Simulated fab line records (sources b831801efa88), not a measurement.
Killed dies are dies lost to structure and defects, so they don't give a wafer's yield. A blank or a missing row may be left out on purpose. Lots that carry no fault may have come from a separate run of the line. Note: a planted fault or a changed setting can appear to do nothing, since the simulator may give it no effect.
Matching of chambers | flow sky130 | 4 sister chambers for SKY_VIA4_CMP_21 on cmp-01
The step polishes, stops on SiO2, t overpolish 25 s, target thk 0 nm. 4 wafers are shown with their chamber, then 7 later ones without.

== WAFERS PAIRED WITH THEIR CHAMBERS ==
wafer  | chamber | motor_current_A (A)
L731.2 | 1       | 11.1
L737.5 | 3       | 12.9
L740.1 | 0       | 10.4
L740.2 | 2       | 10.2

== WAFERS MISSING THEIR CHAMBER ==
wafer  | motor_current_A (A)
L740.6 | 10.2
L741.1 | 13.5
L741.2 | 10.2
L741.3 | 10.8
L742.2 | 10.0
L742.3 | 11.3
L742.6 | 10.2

== EACH ONE'S CHAMBER ==
wafer  | from the rows above          | in truth
L740.6 | can't be placed: 2 or 0      | 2
L741.1 | 3                            | 3
L741.2 | can't be placed: 2 or 0      | 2
L741.3 | can't be placed: 1 or 0 or 2 | 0
L742.2 | can't be placed: 2 or 0      | 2
L742.3 | 1                            | 1
L742.6 | can't be placed: 2 or 0      | 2
Correctly placed: 2 of 7. Unplaceable from these rows: 5, with the true chamber sitting among the candidates in 5. Number placed wrongly: 0.
How it was worked out, from the rows above alone: a wafer's distance from a chamber is the root of the sum, over the readings, of the square of ((its reading less the chamber's mean) divided by the reading's scatter). The wafer belongs to the nearest chamber; if the next one is less than 2 further off, it can't be placed. The mean given for a chamber averages the wafers shown for that chamber. The scatter (one wafer shown for each chamber): square how far every hidden wafer sits from the nearest shown wafer, average those squares and take the square root.
